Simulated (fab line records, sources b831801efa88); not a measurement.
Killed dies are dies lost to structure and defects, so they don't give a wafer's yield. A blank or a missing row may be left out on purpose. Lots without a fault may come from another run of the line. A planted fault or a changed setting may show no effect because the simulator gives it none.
fab line records | flow sky130
record lots=12 wafers=36 last_day=50
route steps=708 shown VT_ADJUST_LVTN@104 VT_ADJUST_NCORE@127 VT_ADJUST_HVTR@133 VT_ADJUST_PCH@150
lots that met no fault: from a run of the same line without faults
start_h: hours from the record's first day to the start of the lot's first wafer shown | wait_h: hours since the lot's step before | " the same as in the row above | L1.1+2: a row that stands for several wafers | - no value, or no start given | * or withheld: withheld | < > ~ a bound
route shown NAME@n: a module of which the file shows steps, and the number in the route of the first | usual: mean/standard deviation of fault-free wafers | same: alike in all rows | chamber/n: place in a boat | sites: the reading at each site | _std_site: their standard deviation | _edge_site: outer sites' mean less inner sites' | radius_mm: how far each site lies from the wafer's centre | mask NAME#n: copy n | behind: the tool/chamber that last shaped the wafer | hold: why the lot was held/for how many hours/how that ended | device: the transistor (n, p or np) that didn't switch | end of line: the same wafers' tests at the end of the route | a step without rows: its recipe alone | killed: dies lost to structure and defects at the first sort, not the wafer's yield | map: a wafer's dies, x killed, . not, _ none there
set.NAME: the setting as run; set.NAME@STEP: as run at that earlier step | model.NAME: the simulator's own value behind a step, which no gauge read
steps of the route over a sample of lots; a table a step, a row a wafer
services: from which hour (start_h, from the record's first day; less than 0 if before it) a tool's chamber was out of use, for how many hours, and why
## steps
# step SKY_VT_ADJUST_LVTN_OVL_MEAS_07
# usual VT_ADJUST_LVTN_OVL=0.5/0.95
# columns lot.wafer tool chamber start_h wait_h VT_ADJUST_LVTN_OVL[nm]
L612.3 overlay-01 - 143.18 - 0.9
L612.5 " - " " 0.4
L612.6 " - " " 0.0
L613.1 overlay-02 - 151.20 - 0.3
L613.4 " - " " 1.5
L613.6 " - " " 2.2
L614.1 overlay-02 - 157.55 - 2.0
L614.2 " - " " 0.4
L614.6 " - " " 0.3
L615.1 overlay-02 - 162.17 - 1.6
L615.4 " - " " 1.2
L615.5 " - " " 1.2
L617.3 overlay-01 - 175.11 - 0.5
L617.4 " - " " 0.2
L617.5 " - " " 0.6
L620.2 overlay-01 - 191.85 - 0.2
L620.5 " - " " -0.1
L620.6 " - " " 0.3
L622.1 overlay-01 - 205.00 - 2.8
L622.5 " - " " 3.1
L622.6 " - " " 2.1
L621.1 overlay-01 - 209.97 - -0.2
L621.2 " - " " 0.7
L621.4 " - " " 1.1
L623.3 overlay-01 - 212.76 - 1.2
L623.5 " - " " 0.9
L623.6 " - " " 1.6
L624.1 overlay-02 - 218.05 - -0.3
L624.2 " - " " -1.7
L624.4 " - " " 0.3
L634.3 overlay-01 - 288.61 - 0.9
L634.5 " - " " 0.9
L634.6 " - " " 1.2
L635.1 overlay-01 - 292.40 - 1.7
L635.2 " - " " 1.3
L635.5 " - " " 0.3
# step SKY_VT_ADJUST_NCORE_OVL_MEAS_08
# usual VT_ADJUST_NCORE_OVL=-0.4/1.4
# columns lot.wafer tool chamber start_h wait_h VT_ADJUST_NCORE_OVL[nm]
L612.3 overlay-02 - 183.22 0.1 -0.3
L612.5 " - " " 1.0
L612.6 " - " " 1.9
L613.1 overlay-02 - 192.26 0.1 -2.3
L613.4 " - " " -1.5
L613.6 " - " " -3.3
L614.1 overlay-02 - 200.07 0.1 2.6
L614.2 " - " " 2.1
L614.6 " - " " 1.4
L615.1 overlay-01 - 204.16 0.1 0.2
L615.4 " - " " 0.1
L615.5 " - " " -0.8
L617.3 overlay-01 - 217.83 0.1 0.9
L617.4 " - " " 1.4
L617.5 " - " " 1.3
L620.2 overlay-01 - 235.02 0.1 1.1
L620.5 " - " " -1.8
L620.6 " - " " 0.1
L622.1 overlay-01 - 249.62 0.1 0.5
L622.5 " - " " 1.0
L622.6 " - " " 0.6
L621.1 overlay-01 - 254.71 0.1 -0.5
L621.2 " - " " -0.9
L621.4 " - " " -1.5
L623.3 overlay-01 - 257.58 0.1 -0.1
L623.5 " - " " -1.8
L623.6 " - " " -1.2
L624.1 overlay-01 - 264.32 0.1 2.2
L624.2 " - " " 0.8
L624.4 " - " " 0.2
L634.3 overlay-01 - 338.48 0.1 -1.3
L634.5 " - " " -0.5
L634.6 " - " " 1.5
L635.1 overlay-01 - 342.47 0.1 -1.8
L635.2 " - " " 0.1
L635.5 " - " " -1.0
# step SKY_VT_ADJUST_HVTR_COAT_02
# recipe resist=NOVOLAK spin_rpm=3000 resist_thk_nm=1140
# usual exhaust_pa=44.8/0.96 spin_speed_rpm=2999.9/1.7
# columns lot.wafer tool chamber start_h wait_h exhaust_pa spin_speed_rpm
L612.3 litho_track-01 0 193.67 0.1 45.4 3000.7
L612.5 " 0 " " 45.1 3001.6
L612.6 " 0 " " 45.3 3000.6
L613.1 litho_track-01 0 202.82 0.1 44.5 2999.8
L613.4 " 0 " " 44.5 3002.0
L613.6 " 0 " " 44.7 2999.8
L614.1 litho_track-03 0 211.20 0.1 45.6 2998.8
L614.2 " 0 " " 45.9 3000.0
L614.6 " 0 " " 45.7 3000.7
L615.1 litho_track-04 0 214.99 0.1 42.7 2998.7
L615.4 " 0 " " 44.1 3001.6
L615.5 " 0 " " 45.7 2998.6
L617.3 litho_track-03 0 229.05 0.1 44.5 2998.9
L617.4 " 0 " " 44.5 2998.6
L617.5 " 0 " " 45.2 2997.1
L620.2 litho_track-01 0 246.15 0.1 45.5 2999.8
L620.5 " 0 " " 45.6 2999.8
L620.6 " 0 " " 46.5 2998.6
L622.1 litho_track-01 0 261.82 0.1 45.4 3000.4
L622.5 " 0 " " 45.6 3002.8
L622.6 " 0 " " 44.6 3000.4
L621.1 litho_track-04 0 267.34 0.1 45.8 2999.6
L621.2 " 0 " " 45.6 3001.1
L621.4 " 0 " " 45.1 2998.5
L623.3 litho_track-03 0 269.25 0.1 44.4 3001.1
L623.5 " 0 " " 42.9 3002.2
L623.6 " 0 " " 44.2 3001.6
L624.1 litho_track-04 0 275.54 0.1 44.2 3001.4
L624.2 " 0 " " 43.8 2999.1
L624.4 " 0 " " 43.2 3000.3
L634.3 litho_track-04 0 352.09 0.1 44.8 3449.2
L634.5 " 0 " " 43.4 3449.9
L634.6 " 0 " " 45.2 3453.0
L635.1 litho_track-04 0 356.64 0.1 45.6 3455.9
L635.2 " 0 " " 45.8 3453.4
L635.5 " 0 " " 45.9 3455.2
# step SKY_VT_ADJUST_HVTR_CD_MEAS_07
# recipe target_cd_nm=380
# usual cd_nm=380.2/2.2
# columns lot.wafer tool chamber start_h wait_h cd_nm
L612.3 cd_sem-01 - 204.19 0.1 380.6
L612.5 " - " " 381.1
L612.6 " - " " 379.2
L613.1 cd_sem-01 - 213.95 0.1 381.6
L613.4 " - " " 379.0
L613.6 " - " " 381.2
L614.1 cd_sem-01 - 222.17 0.1 380.0
L614.2 " - " " 381.0
L614.6 " - " " 381.1
L615.1 cd_sem-02 - 225.72 0.1 383.7
L615.4 " - " " 383.0
L615.5 " - " " 383.1
L617.3 cd_sem-01 - 239.99 0.1 382.4
L617.4 " - " " 380.7
L617.5 " - " " 382.2
L620.2 cd_sem-01 - 257.94 0.1 379.6
L620.5 " - " " 381.6
L620.6 " - " " 381.1
L622.1 cd_sem-01 - 273.67 0.1 379.2
L622.5 " - " " 381.5
L622.6 " - " " 378.0
L621.1 cd_sem-02 - 279.69 0.1 379.6
L621.2 " - " " 380.1
L621.4 " - " " 380.2
L623.3 cd_sem-02 - 281.54 0.1 378.7
L623.5 " - " " 380.9
L623.6 " - " " 383.3
L624.1 cd_sem-01 - 287.72 0.1 380.9
L624.2 " - " " 381.8
L624.4 " - " " 380.6
L634.3 cd_sem-01 - 365.99 0.1 385.7
L634.5 " - " " 386.7
L634.6 " - " " 387.4
L635.1 cd_sem-01 - 370.14 0.1 386.5
L635.2 " - " " 390.1
L635.5 " - " " 389.3
# step SKY_VT_ADJUST_HVTR_STRIP_10
# recipe chemistry=O2/N2 power_w=1400 pressure_mtorr=1500 platen_temp_c=withheld o2_flow_sccm=3000 n2_flow_sccm=300 overash_fraction=0.5
# usual drypump_motor_current_A=5.9/0.36 n2_flow_sccm=299.9/0.98 oes_product_au=0.715/0.0044 strip_time_to_endpoint_s=14.19/0.04
# same overash_fraction=0.5
# columns lot.wafer tool chamber start_h wait_h drypump_motor_current_A n2_flow_sccm oes_product_au rf_hours_counter_h strip_time_to_endpoint_s
L612.3 plasma_asher-04 0 204.49 0.1 6.0 300.2 0.717 - 14.14
L612.5 " 1 " " 6.0 299.9 0.719 - 14.20
L612.6 " 0 " " 6.0 300.7 0.718 - 14.17
L613.1 plasma_asher-01 0 214.25 0.1 5.9 299.3 0.717 41 14.17
L613.4 " 0 " " 5.8 299.2 0.711 - 14.17
L613.6 " 0 " " 5.9 299.0 0.721 - 14.17
L614.1 plasma_asher-04 0 222.48 0.1 6.0 298.0 0.720 53 14.10
L614.2 " 1 " " 6.0 299.2 0.721 53 14.09
L614.6 " 1 " " 6.0 301.2 0.722 - 14.11
L615.1 plasma_asher-04 0 226.03 0.1 6.0 301.3 0.715 54 14.13
L615.4 " 0 " " 6.0 300.4 0.725 - 14.10
L615.5 " 0 " " 6.0 299.1 0.715 - 14.10
L617.3 plasma_asher-04 1 240.29 0.1 6.0 298.8 0.715 - 14.21
L617.4 " 0 " " 6.0 299.7 0.709 - 14.17
L617.5 " 0 " " 6.0 299.1 0.717 - 14.15
L620.2 plasma_asher-01 0 258.23 0.1 5.9 299.0 0.718 45 14.14
L620.5 " 1 " " 5.2 301.0 0.711 - 14.15
L620.6 " 0 " " 5.8 300.8 0.717 - 14.16
L622.1 plasma_asher-04 0 273.98 0.1 6.0 299.8 0.712 59 14.23
L622.5 " 0 " " 6.0 298.1 0.712 - 14.20
L622.6 " 1 " " 6.0 300.5 0.719 - 14.24
L621.1 plasma_asher-01 1 279.99 0.1 5.2 300.4 0.719 48 14.17
L621.2 " 0 " " 5.8 298.8 0.718 48 14.20
L621.4 " 0 " " 5.9 301.0 0.709 - 14.20
L623.3 plasma_asher-03 0 281.84 0.1 6.5 300.1 0.716 - 14.20
L623.5 " 0 " " 6.5 300.1 0.718 - 14.17
L623.6 " 1 " " 5.8 298.9 0.716 - 14.17
L624.1 plasma_asher-03 0 288.03 0.1 6.5 300.8 0.715 15 14.20
L624.2 " 1 " " 5.8 300.2 0.712 15 14.15
L624.4 " 1 " " 5.9 299.1 0.709 - 14.22
L634.3 plasma_asher-04 1 366.28 0.1 6.0 299.3 0.709 - 13.30
L634.5 " 1 " " 6.0 300.8 0.714 - 13.33
L634.6 " 0 " " 6.0 301.2 0.713 - 13.30
L635.1 plasma_asher-04 1 370.44 0.1 6.0 297.6 0.716 69 13.28
L635.2 " 0 " " 6.0 300.4 0.710 69 13.26
L635.5 " 0 " " 6.0 298.7 0.718 - 13.28
# step SKY_VT_ADJUST_PCH_OVL_MEAS_07
# usual VT_ADJUST_PCH_OVL=0.4/1.7
# columns lot.wafer tool chamber start_h wait_h VT_ADJUST_PCH_OVL[nm]
L612.3 overlay-01 - 226.21 - 0.7
L612.5 " - " " 0.9
L612.6 " - " " 2.5
L613.1 overlay-02 - 236.25 - 0.4
L613.4 " - " " 1.1
L613.6 " - " " 0.8
L614.1 overlay-01 - 244.59 - -0.5
L614.2 " - " " -0.4
L614.6 " - " " -1.1
L615.1 overlay-01 - 248.30 - -2.4
L615.4 " - " " -1.6
L615.5 " - " " -2.0
L617.3 overlay-02 - 264.60 - 2.1
L617.4 " - " " 0.9
L617.5 " - " " 2.3
L620.2 overlay-02 - 282.74 - 0.8
L620.5 " - " " 3.1
L620.6 " - " " 2.8
L622.1 overlay-02 - 297.40 - -1.1
L622.5 " - " " -0.1
L622.6 " - " " -1.1
L621.1 overlay-02 - 301.80 - 1.0
L621.2 " - " " 2.6
L621.4 " - " " 0.6
L623.3 overlay-01 - 303.66 - -3.2
L623.5 " - " " -2.2
L623.6 " - " " -1.2
L624.1 overlay-02 - 309.95 - -1.5
L624.2 " - " " -1.6
L624.4 " - " " -1.4
L634.3 overlay-02 - 395.65 - -0.8
L634.5 " - " " -0.5
L634.6 " - " " -1.6
L635.1 overlay-01 - 399.55 - -0.2
L635.2 " - " " 2.7
L635.5 " - " " 1.5
## services
# columns tool chamber start_h hours kind
plasma_asher-03 - 212.11 17.1 repair
plasma_asher-03 - 301.46 10.7 repair
plasma_asher-03 - 331.70 2.5 repair
## key
first_sign step=SKY_VT_ADJUST_HVTR_COAT_02 reading=spin_speed_rpm direction=up sigmas=99+ usual=2999.9 struck=3452.8
effect step=SKY_VT_ADJUST_HVTR_CD_MEAS_07 reading=cd_nm direction=up sigmas=3.4 usual=380.2 struck=387.6
effect step=SKY_VT_ADJUST_HVTR_STRIP_10 reading=strip_time_to_endpoint_s direction=down sigmas=22 usual=* struck=*
met_at SKY_VT_ADJUST_HVTR_COAT_02
struck_lots L634,L635
tester_left_out L634,L635
not_acting_at SKY_VT_ADJUST_LVTN_OVL_MEAS_07,SKY_VT_ADJUST_NCORE_OVL_MEAS_08,SKY_VT_ADJUST_PCH_OVL_MEAS_07
onset_between 275.54 352.09
fault kind=process_parameter_drift tool=litho_track-04 chamber=- onset_h=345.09 steps=SKY_VT_ADJUST_HVTR_COAT_02 channel=spin_rpm offset=452.36 shape=step end_h=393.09 acts_in=these_recipes_only stated=3000
# tester_left_out: of these lots the tester's yield and bins aren't shown, on N5 and GAA mostly nor the transistor test; their killed dies are dies lost to structure and defects alone, not to doping, threshold or leakage, so they don't give the yield
